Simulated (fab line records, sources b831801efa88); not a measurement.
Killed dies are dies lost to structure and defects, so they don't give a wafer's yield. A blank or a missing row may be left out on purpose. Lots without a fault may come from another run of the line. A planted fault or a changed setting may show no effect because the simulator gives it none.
One fault seen from 2 desks | flow gf180mcu | each desk has only its own numbers; what lay behind them comes last

THE METROLOGY DESK
What the gauges read, lot by lot, whatever tool the lot ran on: means of the sampled wafers that have a number. A lot is out of limits, marked OUT, if its mean lies more than 4 standard deviations from the usual mean; the brackets give that distance.
Columns: A = cd_nm at GF_HV_LDD_CD_MEAS_31, usual 400.4 nm; B = CONTACT_CVD_00_THK at GF_CONTACT_THK_MEAS_01, usual 303 nm
lot  | first seen here | A     | B
L211 | day 12 01:58    | 398.0 | 300
L209 | day 12 04:02    | 400.9 | 302
L214 | day 12 09:16    | 400.1 | 305
L216 | day 13 01:44    | 403.5 | 304
L217 | day 13 05:14    | 397.5 | 303
L218 | day 13 15:59    | 401.3 | 304
L219 | day 13 19:10    | 401.4 | 303
L221 | day 14 10:59    | 402.2 | 303
L225 | day 15 21:02    | 404.7 | 249 (-12) OUT
L226 | day 16 05:16    | 399.8 | 255 (-11) OUT
L229 | day 17 12:35    | 399.8 | 304
L230 | day 17 19:24    | 398.8 | 304
This desk's finding: out of limits on L225, L226; first on L225, day 20 05:51 (CONTACT_CVD_00_THK at GF_CONTACT_THK_MEAS_01). In limits: L211, L209, L214, L216, L217, L218, L219, L221, L229, L230.

THE TOOL OWNER'S DESK: hdpcvd-02
The tool's own readings at GF_CONTACT_CVD_00 (deposits SiO2, target thk 300 nm, time 50 s): means of the sampled wafers that have a number, for each lot that ran on this tool. A lot is out of limits, marked OUT, if its mean lies more than 4 standard deviations from the usual mean; the brackets give that distance.
Columns: A = sih4_flow_sccm at GF_CONTACT_CVD_00, usual 60.01 sccm; B = susceptor_temp_C at GF_CONTACT_CVD_00, usual 400.06 C
lot  | first seen here | A               | B
L211 | day 15 18:16    | 59.97           | 400.14
L209 | day 15 21:21    | 59.94           | 400.19
L219 | day 17 19:37    | 59.89           | 400.06
L225 | day 20 05:48    | 50.14 (-55) OUT | 400.26
L226 | day 20 12:10    | 49.85 (-56) OUT | 400.02
This desk's finding: out of limits on L225, L226; first on L225, day 20 05:48 (sih4_flow_sccm at GF_CONTACT_CVD_00). In limits: L211, L209, L219.

PUT TOGETHER
The tool owner's desk could have raised an alarm at day 20 05:48, on L225, L226.
The metrology desk could have raised an alarm at day 20 05:51, on L225, L226.
Of the lots named, all ran GF_CONTACT_CVD_00 on hdpcvd-02.

WHAT THE SIMULATOR HAD PUT IN
Process parameter drift: hdpcvd-02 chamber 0, from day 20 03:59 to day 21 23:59, at GF_CONTACT_CVD_00. Setting sih4_flow_sccm, moved by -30, from 60. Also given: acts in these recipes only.
Lots struck among those shown: L225, L226.
Hours from the fault's start to each desk's first reading out of limits: the tool owner's desk, 2; the metrology desk, 2.
